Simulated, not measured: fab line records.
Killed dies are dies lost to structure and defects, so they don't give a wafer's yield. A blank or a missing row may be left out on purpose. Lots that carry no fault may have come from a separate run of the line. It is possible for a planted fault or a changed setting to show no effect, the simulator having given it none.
Which tool is to blame? / flow gf180mcu / 36 wafers sampled from 12 lots at 1 step of a route of 602

== WHAT THE GAUGES READ, wafer by wafer ==
GF_STI_BOW_MEAS_00.
lot=L075; measured=day 1 15:00; on=filmMetro-03; INCOMING_BOW (um)=2 -2 -2
lot=L077; measured=day 2 01:00; on=filmMetro-01; INCOMING_BOW (um)=-2 0 -3
lot=L079; measured=day 2 11:01; on=filmMetro-02; INCOMING_BOW (um)=6 -4 -3
lot=L081; measured=day 2 21:02; on=filmMetro-01; INCOMING_BOW (um)=-2 -3 -3
lot=L083; measured=day 3 07:02; on=filmMetro-02; INCOMING_BOW (um)=8 -1 0
lot=L085; measured=day 3 17:01; on=filmMetro-02; INCOMING_BOW (um)=2 4 -1
lot=L087; measured=day 4 03:00; on=filmMetro-01; INCOMING_BOW (um)=0 -4 -7
lot=L089; measured=day 4 13:00; on=filmMetro-01; INCOMING_BOW (um)=0 -7 6
lot=L091; measured=day 4 23:00; on=filmMetro-02; INCOMING_BOW (um)=1 4 7
lot=L093; measured=day 5 09:00; on=filmMetro-03; INCOMING_BOW (um)=8 -2 0
lot=L095; measured=day 5 19:01; on=filmMetro-01; INCOMING_BOW (um)=7 -4 -5
lot=L097; measured=day 6 05:01; on=filmMetro-01; INCOMING_BOW (um)=4 0 10

== WHAT TOOL EACH LOT RAN ON (gives the tool, then ch and the chambers of the sampled wafers, and finally the start) ==
The record shows no process step preceding these readings.

== THE ANSWER, worked out from the rows above alone ==
Rule: what is usual is taken from the lots themselves. Put in order of their means at a reading, lots are off if they are a third of the lots or fewer, leave a main group of 4 or more, and stand apart from it by a gap of 3 or more times the standard deviation of the main group's means; of several such gaps the widest counts. A main group whose means are all the same, to the digits that the tables above print for the reading, isn't used. Also off: a lot with no number at a reading for which 4 or more lots have one. The other lots that the step has rows for count as sound.
Across all readings shown, no lot is off: no conclusion can be drawn from this.

== WHAT HAD BEEN PUT IN BY THE SIMULATOR ==
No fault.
